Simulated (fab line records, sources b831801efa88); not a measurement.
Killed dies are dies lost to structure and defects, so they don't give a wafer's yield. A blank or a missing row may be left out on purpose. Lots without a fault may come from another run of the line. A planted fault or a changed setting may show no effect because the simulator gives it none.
fab line records | flow sky130
record lots=12 wafers=36 last_day=50
route steps=708 shown DNWELL@37 PWDE@54 NWELL@79 VT_ADJUST_HVTP@93
lots that met no fault: from a run of the same line without faults
start_h: hours from the record's first day to the start of the lot's first wafer shown | wait_h: hours since the lot's step before | " the same as in the row above | L1.1+2: a row that stands for several wafers | - no value, or no start given | * or withheld: withheld | < > ~ a bound
route shown NAME@n: a module of which the file shows steps, and the number in the route of the first | usual: mean/standard deviation of fault-free wafers | same: alike in all rows | chamber/n: place in a boat | sites: the reading at each site | _std_site: their standard deviation | _edge_site: outer sites' mean less inner sites' | radius_mm: how far each site lies from the wafer's centre | mask NAME#n: copy n | behind: the tool/chamber that last shaped the wafer | hold: why the lot was held/for how many hours/how that ended | device: the transistor (n, p or np) that didn't switch | end of line: the same wafers' tests at the end of the route | a step without rows: its recipe alone | killed: dies lost to structure and defects at the first sort, not the wafer's yield | map: a wafer's dies, x killed, . not, _ none there
set.NAME: the setting as run; set.NAME@STEP: as run at that earlier step | model.NAME: the simulator's own value behind a step, which no gauge read
steps of the route over a sample of lots; a table a step, a row a wafer
services: from which hour (start_h, from the record's first day; less than 0 if before it) a tool's chamber was out of use, for how many hours, and why
## steps
# step SKY_DNWELL_COAT_02
# recipe spin_rpm=2000 resist_thk_nm=3000
# usual spin_speed_rpm=2000.2/1.3
# columns lot.wafer tool chamber start_h wait_h spin_speed_rpm
L651.1 litho_track-02 0 61.07 0.1 2000.7
L651.3 " 0 " " 2000.3
L651.4 " 0 " " 1997.7
L653.4 litho_track-02 0 61.79 0.1 1998.9
L653.5 " 0 " " 2001.2
L653.6 " 0 " " 2001.5
L656.1 litho_track-03 0 75.02 0.1 2000.7
L656.2 " 0 " " 2000.3
L656.4 " 0 " " 2001.1
L657.1 litho_track-02 0 83.37 0.1 1998.6
L657.2 " 0 " " 1999.5
L657.4 " 0 " " 1998.8
L658.1 litho_track-02 0 88.82 0.1 1996.5
L658.4 " 0 " " 1997.3
L658.6 " 0 " " 2000.9
L664.2 litho_track-01 0 118.40 0.1 2000.9
L664.3 " 0 " " 1999.7
L664.5 " 0 " " 2002.9
L665.2 litho_track-02 0 123.49 0.1 1910.0
L665.3 " 0 " " 1911.5
L665.4 " 0 " " 1913.2
L666.1 litho_track-02 0 135.32 0.1 1910.3
L666.2 " 0 " " 1911.2
L666.5 " 0 " " 1913.8
L668.1 litho_track-03 0 139.37 0.1 2001.7
L668.2 " 0 " " 2002.0
L668.5 " 0 " " 2002.5
L669.1 litho_track-01 0 144.92 0.1 2002.4
L669.2 " 0 " " 2000.8
L669.6 " 0 " " 2000.1
L672.1 litho_track-03 0 166.17 0.1 2001.1
L672.3 " 0 " " 2001.8
L672.6 " 0 " " 2001.4
L673.2 litho_track-01 0 172.10 0.1 2000.1
L673.4 " 0 " " 2000.4
L673.6 " 0 " " 2001.3
# step SKY_DNWELL_STRIP_08
# recipe chemistry=O2/N2 power_w=1400 pressure_mtorr=1500 platen_temp_c=withheld o2_flow_sccm=3000 n2_flow_sccm=300 overash_fraction=0.5
# usual drypump_motor_current_A=5.74/0.27 oes_product_au=0.722/0.0051 strip_time_to_endpoint_s=36.92/0.11
# columns lot.wafer tool chamber start_h wait_h drypump_motor_current_A oes_product_au rf_hours_counter_h strip_time_to_endpoint_s
L651.1 plasma_asher-01 0 69.42 0.1 5.96 0.727 37 37.08
L651.3 " 0 " " 5.93 0.729 - 36.98
L651.4 " 1 " " 6.27 0.720 - 37.01
L653.4 plasma_asher-03 0 69.81 0.1 5.64 0.728 - 36.88
L653.5 " 1 " " 5.40 0.726 - 36.89
L653.6 " 0 " " 5.64 0.714 - 36.74
L656.1 plasma_asher-03 0 84.07 0.1 5.67 0.719 27 36.75
L656.2 " 1 " " 5.40 0.723 27 36.83
L656.4 " 0 " " 5.66 0.720 - 36.91
L657.1 plasma_asher-02 1 92.07 0.1 5.80 0.726 43 36.98
L657.2 " 0 " " 5.62 0.721 43 36.93
L657.4 " 0 " " 5.61 0.733 - 37.01
L658.1 plasma_asher-01 0 97.57 0.1 5.98 0.719 40 37.00
L658.4 " 1 " " 6.29 0.730 - 37.06
L658.6 " 1 " " 6.30 0.720 - 37.07
L664.2 plasma_asher-03 0 127.97 0.1 5.66 0.716 31 36.71
L664.3 " 0 " " 5.64 0.724 - 36.73
L664.5 " 0 " " 5.62 0.716 - 36.66
L665.2 plasma_asher-03 1 133.02 0.1 5.42 0.724 32 37.75
L665.3 " 0 " " 5.67 0.715 - 37.87
L665.4 " 1 " " 5.44 0.719 - 37.76
L666.1 plasma_asher-01 0 144.82 0.1 5.99 0.724 3 37.63
L666.2 " 1 " " 6.29 0.720 3 37.55
L666.5 " 0 " " 5.98 0.725 - 37.53
L668.1 plasma_asher-01 0 149.47 0.1 6.00 0.725 4 36.98
L668.2 " 1 " " 6.30 0.722 4 36.95
L668.5 " 0 " " 5.99 0.721 - 36.96
L669.1 plasma_asher-02 0 155.52 0.1 5.62 0.718 49 36.84
L669.2 " 1 " " 5.74 0.721 49 36.81
L669.6 " 0 " " 5.62 0.721 - 36.74
L672.1 plasma_asher-02 0 177.22 0.1 5.64 0.729 51 37.13
L672.3 " 1 " " 5.78 0.714 - 37.04
L672.6 " 1 " " 5.78 0.729 - 37.12
L673.2 plasma_asher-02 1 183.37 0.1 5.80 0.723 52 36.96
L673.4 " 1 " " 5.79 0.713 - 36.85
L673.6 " 0 " " 5.61 0.726 - 36.94
# step SKY_PWDE_STRIP_09
# recipe chemistry=O2/N2 power_w=1400 pressure_mtorr=1500 platen_temp_c=withheld o2_flow_sccm=3000 n2_flow_sccm=300 overash_fraction=0.5
# usual drypump_motor_current_A=5.96/0.27 oes_product_au=0.723/0.0043 strip_time_to_endpoint_s=36.87/0.099
# columns lot.wafer tool chamber start_h wait_h drypump_motor_current_A oes_product_au rf_hours_counter_h strip_time_to_endpoint_s
L651.1 plasma_asher-01 1 85.61 0.1 6.30 0.721 38 36.96
L651.3 " 1 " " 6.27 0.725 - 37.02
L651.4 " 0 " " 5.99 0.730 - 36.99
L653.4 plasma_asher-01 1 86.74 0.1 6.28 0.720 - 36.92
L653.5 " 0 " " 5.95 0.720 - 36.93
L653.6 " 1 " " 6.29 0.723 - 36.87
L656.1 plasma_asher-01 0 101.21 0.1 6.01 0.730 40 36.72
L656.2 " 1 " " 6.29 0.721 40 36.76
L656.4 " 0 " " 5.98 0.720 - 36.82
L657.1 plasma_asher-04 0 109.36 0.1 5.59 0.722 42 36.85
L657.2 " 1 " " 6.17 0.720 42 36.95
L657.4 " 0 " " 5.59 0.725 - 36.88
L658.1 plasma_asher-04 0 115.44 0.1 5.61 0.723 42 36.88
L658.4 " 1 " " 6.19 0.722 - 36.93
L658.6 " 1 " " 6.24 0.728 - 37.03
L664.2 plasma_asher-01 1 146.79 0.1 6.30 0.717 3 36.99
L664.3 " 0 " " 5.97 0.721 - 36.94
L664.5 " 1 " " 6.30 0.720 - 37.03
L665.2 plasma_asher-04 0 152.19 0.1 5.59 0.732 46 37.07
L665.3 " 1 " " 6.15 0.727 - 36.92
L665.4 " 0 " " 5.61 0.725 - 37.01
L666.1 plasma_asher-01 0 164.89 0.1 5.97 0.726 5 36.80
L666.2 " 1 " " 6.27 0.720 5 36.79
L666.5 " 1 " " 6.29 0.717 - 36.83
L668.1 plasma_asher-04 0 170.06 0.1 5.59 0.711 48 36.76
L668.2 " 1 " " 6.21 0.720 48 36.85
L668.5 " 1 " " 6.19 0.735 - 36.77
L669.1 plasma_asher-04 0 176.99 0.1 5.59 0.721 49 36.96
L669.2 " 1 " " 6.17 0.718 49 36.90
L669.6 " 0 " " 5.59 0.724 - 37.00
L672.1 plasma_asher-01 0 198.05 0.1 5.92 0.723 8 36.83
L672.3 " 1 " " 6.29 0.716 - 36.86
L672.6 " 1 " " 6.28 0.720 - 36.78
L673.2 plasma_asher-02 1 204.80 0.1 5.78 0.721 54 36.98
L673.4 " 0 " " 5.63 0.726 - 36.81
L673.6 " 0 " " 5.61 0.720 - 36.71
# step SKY_NWELL_TW_MEAS_26
# usual NWELL_2_TW=500/3.3
# columns lot.wafer tool chamber start_h wait_h NWELL_2_TW
L651.1 film_metro-03 - 121.05 0.1 500
L651.3 " - " " 504
L651.4 " - " " 503
L653.4 film_metro-01 - 122.52 0.1 502
L653.5 " - " " 503
L653.6 " - " " 499
L656.1 film_metro-01 - 138.05 0.1 501
L656.2 " - " " 503
L656.4 " - " " 498
L657.1 film_metro-01 - 146.54 0.1 505
L657.2 " - " " 505
L657.4 " - " " 503
L658.1 film_metro-01 - 153.75 0.1 507
L658.4 " - " " 505
L658.6 " - " " 506
L664.2 film_metro-04 - 188.60 0.1 496
L664.3 " - " " 497
L664.5 " - " " 495
L665.2 film_metro-03 - 194.06 0.1 502
L665.3 " - " " 503
L665.4 " - " " 504
L666.1 film_metro-03 - 207.80 0.1 501
L666.2 " - " " 502
L666.5 " - " " 503
L668.1 film_metro-01 - 213.25 0.1 505
L668.2 " - " " 504
L668.5 " - " " 504
L669.1 film_metro-01 - 219.20 0.1 503
L669.2 " - " " 504
L669.6 " - " " 507
L672.1 film_metro-03 - 243.34 0.1 498
L672.3 " - " " 497
L672.6 " - " " 496
L673.2 film_metro-01 - 250.70 0.1 499
L673.4 " - " " 501
L673.6 " - " " 498
# step SKY_VT_ADJUST_HVTP_OVL_MEAS_08
# usual VT_ADJUST_HVTP_OVL=1.1/1.3
# columns lot.wafer tool chamber start_h wait_h VT_ADJUST_HVTP_OVL[nm]
L651.1 overlay-01 - 139.69 0.1 0.3
L651.3 " - " " 0.9
L651.4 " - " " 0.5
L653.4 overlay-02 - 141.26 0.1 0.6
L653.5 " - " " 0.3
L653.6 " - " " 1.1
L656.1 overlay-02 - 157.94 0.1 1.6
L656.2 " - " " 1.3
L656.4 " - " " 2.5
L657.1 overlay-01 - 167.57 0.1 1.3
L657.2 " - " " 3.0
L657.4 " - " " 1.6
L658.1 overlay-01 - 175.89 0.1 1.4
L658.4 " - " " 2.8
L658.6 " - " " 3.5
L664.2 overlay-01 - 210.20 0.1 4.4
L664.3 " - " " 4.6
L664.5 " - " " 4.7
L665.2 overlay-02 - 216.19 0.1 1.1
L665.3 " - " " 1.0
L665.4 " - " " 0.8
L666.1 overlay-02 - 229.69 0.1 -1.1
L666.2 " - " " -1.6
L666.5 " - " " -2.5
L668.1 overlay-01 - 235.67 0.1 0.8
L668.2 " - " " 0.5
L668.5 " - " " 1.7
L669.1 overlay-02 - 242.02 0.1 1.4
L669.2 " - " " 0.9
L669.6 " - " " 1.6
L672.1 overlay-01 - 267.27 0.1 -0.1
L672.3 " - " " 0.6
L672.6 " - " " 0.0
L673.2 overlay-01 - 275.05 0.1 1.3
L673.4 " - " " 0.2
L673.6 " - " " 0.8
## services
# columns tool chamber start_h hours kind
plasma_asher-03 - 65.92 0.9 repair
plasma_asher-02 - 84.67 2.2 repair
plasma_asher-01 - 108.75 9.0 pm
plasma_asher-01 0 108.75 9.0 vent_cycle
plasma_asher-01 1 108.75 9.0 vent_cycle
plasma_asher-01 0 117.75 - clean
plasma_asher-01 1 117.75 - clean
plasma_asher-03 - 139.75 11.1 repair
## key
first_sign step=SKY_DNWELL_COAT_02 reading=spin_speed_rpm direction=down sigmas=69 usual=2000.2 struck=1911.7
effect step=SKY_DNWELL_STRIP_08 reading=strip_time_to_endpoint_s direction=up sigmas=7.2 usual=* struck=*
met_at SKY_DNWELL_COAT_02
struck_lots L665,L666
tester_left_out L665,L666
not_acting_at SKY_PWDE_STRIP_09,SKY_NWELL_TW_MEAS_26,SKY_VT_ADJUST_HVTP_OVL_MEAS_08
onset_between 88.82 123.49
fault kind=process_parameter_drift tool=litho_track-02 chamber=- onset_h=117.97 steps=SKY_DNWELL_COAT_02 channel=spin_rpm offset=-88.526 shape=step end_h=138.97 acts_in=these_recipes_only stated=2000
# tester_left_out: of these lots the tester's yield and bins aren't shown, on N5 and GAA mostly nor the transistor test; their killed dies are dies lost to structure and defects alone, not to doping, threshold or leakage, so they don't give the yield
